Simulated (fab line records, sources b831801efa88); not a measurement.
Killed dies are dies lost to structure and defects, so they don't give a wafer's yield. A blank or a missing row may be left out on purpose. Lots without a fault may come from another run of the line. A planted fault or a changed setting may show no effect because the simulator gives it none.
fab line records | flow sky130 | part 2 of 2: steps 24 to 34 of 34
record lots=5 wafers=15 last_day=50
route steps=708 shown FIELD_ISO@1 NWELL@32
lots that met no fault: from a run of the same line without faults
start_h: hours from the record's first day to the start of the lot's first wafer shown | wait_h: hours since the lot's step before | " the same as in the row above | L1.1+2: a row that stands for several wafers | - no value, or no start given | * or withheld: withheld | < > ~ a bound
route shown NAME@n: a module of which the file shows steps, and the number in the route of the first | usual: mean/standard deviation of fault-free wafers | same: alike in all rows | chamber/n: place in a boat | sites: the reading at each site | _std_site: their standard deviation | _edge_site: outer sites' mean less inner sites' | radius_mm: how far each site lies from the wafer's centre | mask NAME#n: copy n | behind: the tool/chamber that last shaped the wafer | hold: why the lot was held/for how many hours/how that ended | device: the transistor (n, p or np) that didn't switch | end of line: the same wafers' tests at the end of the route | a step without rows: its recipe alone | killed: dies lost to structure and defects at the first sort, not the wafer's yield | map: a wafer's dies, x killed, . not, _ none there
set.NAME: the setting as run; set.NAME@STEP: as run at that earlier step | model.NAME: the simulator's own value behind a step, which no gauge read
lots at some steps of the route; a table a step, a row a wafer
services: from which hour (start_h, from the record's first day; less than 0 if before it) a tool's chamber was out of use, for how many hours, and why
## steps
# step SKY_FIELD_ISO_THK_MEAS_23
# recipe reads=SiO2_of_FIELD_ISO_OXIDATION_22
# usual FIELD_ISO_OXIDATION_01_THK=9.95/0.17
# columns lot.wafer tool chamber start_h wait_h FIELD_ISO_OXIDATION_01_THK[nm]
L074.1 film_metro-02 - 34.61 0.0 9.66
L074.3 " - " " 9.80
L074.4 " - " " 9.74
L085.1 film_metro-01 - 89.12 0.0 10.21
L085.2 " - " " 10.28
L085.3 " - " " 10.23
L091.1 film_metro-02 - 119.91 0.0 10.00
L091.2 " - " " 9.86
L091.3 " - " " 9.99
L094.1 film_metro-04 - 135.40 0.0 9.88
L094.4 " - " " 9.95
L094.5 " - " " 9.87
L097.2 film_metro-02 - 153.89 0.0 9.62
L097.5 " - " " 9.63
L097.6 " - " " 9.70
# step SKY_FIELD_ISO_CVD_24
# recipe material=SiO2 target_thk_nm=595 temp_c=650 sigma_open_frac=0.3 time_s=99.2 sih4_flow_sccm=60 pressure_mtorr=6
# usual sih4_flow_sccm=60.01/0.19
# columns lot.wafer tool chamber start_h wait_h sih4_flow_sccm
L074.1 hdpcvd-02 0 34.67 0.1 60.29
L074.3 " 2 " " 60.21
L074.4 " 1 " " 60.24
L085.1 hdpcvd-01 1 89.18 0.1 59.79
L085.2 " 2 " " 59.75
L085.3 " 0 " " 60.17
L091.1 hdpcvd-02 2 119.97 0.1 59.80
L091.2 " 1 " " 60.03
L091.3 " 0 " " 59.76
L094.1 hdpcvd-02 0 135.46 0.1 60.15
L094.4 " 2 " " 59.96
L094.5 " 1 " " 60.31
L097.2 hdpcvd-01 0 153.94 0.0 60.28
L097.5 " 1 " " 60.02
L097.6 " 2 " " 60.30
# step SKY_FIELD_ISO_THK_MEAS_25
# recipe reads=SiO2_of_FIELD_ISO_CVD_24
# usual FIELD_ISO_CVD_24_THK=594/5.1
# columns lot.wafer tool chamber start_h wait_h FIELD_ISO_CVD_24_THK[nm]
L074.1 film_metro-04 - 34.74 0.0 588
L074.3 " - " " 594
L074.4 " - " " 585
L085.1 film_metro-04 - 89.25 0.0 597
L085.2 " - " " 600
L085.3 " - " " 593
L091.1 film_metro-02 - 120.04 0.0 601
L091.2 " - " " 601
L091.3 " - " " 594
L094.1 film_metro-02 - 135.53 0.0 598
L094.4 " - " " 589
L094.5 " - " " 582
L097.2 film_metro-04 - 154.03 0.0 586
L097.5 " - " " 590
L097.6 " - " " 598
# step SKY_FIELD_ISO_ANNEAL_26
# recipe temp_c=1000 time_s=1800 ambient=N2
# usual spike_tc_bottom_C=1019.2/1.8 spike_tc_top_C=1008.3/2.3 zone_power_upper_pct=24.1/2.4
# columns lot.wafer tool chamber start_h wait_h spike_tc_bottom_C spike_tc_top_C zone_power_upper_pct
L074.1 furnace-01 0 34.80 0.1 1021.7 1005.7 21.2
L074.3 " 0 " " 1020.7 1006.8 21.4
L074.4 " 0 " " 1019.9 1006.0 21.3
L085.1 furnace-01 0 89.31 0.1 1021.7 1005.8 21.3
L085.2 " 0 " " 1022.1 1006.4 21.1
L085.3 " 0 " " 1020.6 1005.5 21.1
L091.1 furnace-02 0 121.41 1.4 1018.0 1009.5 26.1
L091.2 " 0 " " 1018.3 1012.2 26.0
L091.3 " 0 " " 1018.9 1009.9 25.9
L094.1 furnace-02 0 136.09 0.5 1018.6 1010.3 25.8
L094.4 " 0 " " 1018.4 1010.6 26.0
L094.5 " 0 " " 1016.7 1009.0 26.0
L097.2 furnace-02 0 154.08 0.0 1019.3 1008.7 25.9
L097.5 " 0 " " 1019.3 1009.9 26.2
L097.6 " 0 " " 1016.8 1009.9 26.0
# step SKY_FIELD_ISO_CMP_27
# recipe stop_on=Si3N4 t_overpolish_s=16 down_force_psi=4 platen_rpm=60 target_thk_nm=457.8 pad_velocity_m_s=0.94248
# usual motor_current_A=12.5/1.3 overpolish_run_s=15.999/0.0093 time_to_endpoint_s=111/3.3
# columns lot.wafer tool chamber start_h wait_h motor_current_A overpolish_run_s time_to_endpoint_s
L074.1 cmp-01 0 36.30 0.0 13.4 15.993 110
L074.3 " 2 " " 13.6 16.012 112
L074.4 " 3 " " 12.0 16.005 111
L085.1 cmp-01 3 90.86 0.1 12.6 16.000 115
L085.2 " 0 " " 13.5 16.018 109
L085.3 " 1 " " 12.5 16.014 110
L091.3 cmp-01 0 123.05 0.1 13.2 16.021 110
L091.1 " 1 " " 12.7 16.003 116
L091.2 " 2 " " 14.0 15.994 113
L094.1 cmp-01 1 137.59 0.0 13.1 16.003 109
L094.4 " 2 " " 13.5 15.990 107
L094.5 " 1 " " 12.7 15.994 109
L097.2 cmp-02 0 155.63 0.1 11.9 16.012 114
L097.6 " 3 " " 11.1 15.994 121
L097.5 " 0 " " 12.3 16.001 113
# step SKY_FIELD_ISO_WET_ETCH_28
# recipe chemistry=dHF target_depth_nm=23.7 target=SiO2 dilution=10:1 temp_c=25 time_s=47
# columns lot.wafer tool chamber start_h wait_h
L074.1+3+4 wet_bench-01 3 36.63 0.3
L085.1+2+3 wet_bench-01 1 91.11 0.2
L091.1+2+3 wet_bench-04 2 123.30 0.1
L094.1+4+5 wet_bench-02 1 137.89 0.2
L097.2+5+6 wet_bench-02 1 155.88 0.2
# step SKY_FIELD_ISO_WET_ETCH_29
# recipe chemistry=H3PO4 target_depth_nm=160 target=Si3N4 temp_c=160 time_s=1825
# columns lot.wafer tool chamber start_h wait_h
L074.1+3+4 wet_bench-02 0 36.65 0.0
L085.1+2+3 wet_bench-04 3 91.13 0.0
L091.1+2+3 wet_bench-01 3 123.33 0.0
L094.1+4+5 wet_bench-04 3 137.91 0.0
L097.2+5+6 wet_bench-04 1 155.90 0.0
# step SKY_FIELD_ISO_WET_ETCH_30
# recipe chemistry=dHF target_depth_nm=25 target=SiO2 dilution=10:1 temp_c=25 time_s=50
# columns lot.wafer tool chamber start_h wait_h
L074.1+3+4 wet_bench-04 3 37.17 0.0
L085.1+2+3 wet_bench-01 3 91.69 0.0
L091.1+2+3 wet_bench-04 0 123.84 0.0
L094.1+4+5 wet_bench-01 2 138.42 0.0
L097.2+5+6 wet_bench-02 0 156.41 0.0
# step SKY_NWELL_CLEAN_00
# recipe chemistry=SC1/SC2 mix=1:4:20 temp_c=70 time_s=150 dry=n2_spin
# columns lot.wafer tool chamber start_h wait_h
L074.1+3+4 wet_bench-01 2 37.19 0.0
L085.1+2+3 wet_bench-04 3 91.72 0.0
L091.1+2+3 wet_bench-02 3 123.86 0.0
L094.1+4+5 wet_bench-02 1 138.44 0.0
L097.2+5+6 wet_bench-01 1 156.44 0.0
# step SKY_NWELL_OXIDATION_01
# recipe temp_c=900 ambient=O2 stabilise_s=600 purge_s=300 target_thk_a=100 ox_time_s=1418
# usual ox_temp_c=900.0/0.44 spike_tc_bottom_C=919.7/2 spike_tc_top_C=909.0/2.3 zone_power_upper_pct=18.5/1.9
# columns lot.wafer tool chamber start_h wait_h ox_temp_c spike_tc_bottom_C spike_tc_top_C zone_power_upper_pct
L074.1 furnace-02 0 37.24 0.0 900.4 918.7 912.8 20.5
L074.3 " 0 " " 900.5 918.9 912.0 20.5
L074.4 " 0 " " 900.5 918.4 909.8 20.5
L085.1 furnace-01 0 92.01 0.2 900.3 922.6 907.0 16.4
L085.2 " 0 " " 900.9 921.2 905.6 16.5
L085.3 " 0 " " 901.0 919.4 907.5 16.7
L091.1 furnace-01 0 124.14 0.2 899.5 922.1 907.0 16.4
L091.2 " 0 " " 900.7 920.9 906.5 16.7
L091.3 " 0 " " 899.8 922.3 907.0 16.6
L094.1 furnace-01 0 138.49 0.0 899.8 921.5 906.0 16.5
L094.4 " 0 " " 899.0 920.7 907.3 16.4
L094.5 " 0 " " 899.7 921.7 905.7 16.5
L097.2 furnace-01 0 157.42 0.9 900.4 922.3 905.8 16.4
L097.5 " 0 " " 899.8 921.5 905.4 16.5
L097.6 " 0 " " 899.6 920.9 906.3 16.5
# step SKY_NWELL_THK_MEAS_02
# recipe reads=SiO2_of_NWELL_OXIDATION_01
# usual NWELL_OXIDATION_THK=9.95/0.17
# columns lot.wafer tool chamber start_h wait_h NWELL_OXIDATION_THK[nm]
L074.1 film_metro-03 - 38.63 0.0 10.10
L074.3 " - " " 10.09
L074.4 " - " " 10.07
L085.1 film_metro-04 - 93.41 0.0 10.15
L085.2 " - " " 9.99
L085.3 " - " " 10.04
L091.1 film_metro-04 - 125.54 0.0 9.89
L091.2 " - " " 9.91
L091.3 " - " " 9.84
L094.1 film_metro-04 - 139.89 0.0 9.92
L094.4 " - " " 10.03
L094.5 " - " " 10.13
L097.2 film_metro-04 - 158.82 0.0 10.15
L097.5 " - " " 10.07
L097.6 " - " " 10.08
## services
# columns tool chamber start_h hours kind
cmp-01 - -10.46 1.5 repair
lpcvd-02 - -8.88 2.8 pm
krf_scanner-02 - -5.99 0.6 repair
hdpcvd-01 0 -1.89 10.5 repair
krf_scanner-01 - 4.87 1.0 repair
furnace-02 - 6.05 3.7 pm
krf_scanner-01 - 8.49 1.4 repair
furnace-02 - 9.71 3.4 pm
cmp-01 - 9.98 10.5 pm
rie_diel-04 - 11.72 15.6 pm
krf_scanner-01 - 16.85 0.8 pm
rie_si-01 3 38.58 2.8 repair
cmp-01 - 42.91 0.9 repair
rie_diel-01 - 55.18 14.6 pm
cmp-01 - 59.68 0.3 repair
cmp-01 - 72.41 0.9 repair
cmp-01 - 75.77 5.7 pm
furnace-01 - 78.90 4.5 pm
krf_scanner-01 - 119.25 1.0 pm
rie_diel-01 - 129.13 8.2 repair
rie_diel-03 - 134.15 14.6 pm
rie_si-01 0 151.65 1.1 repair
wet_bench-04 - 151.95 0.8 repair
krf_scanner-01 - 153.65 1.3 pm
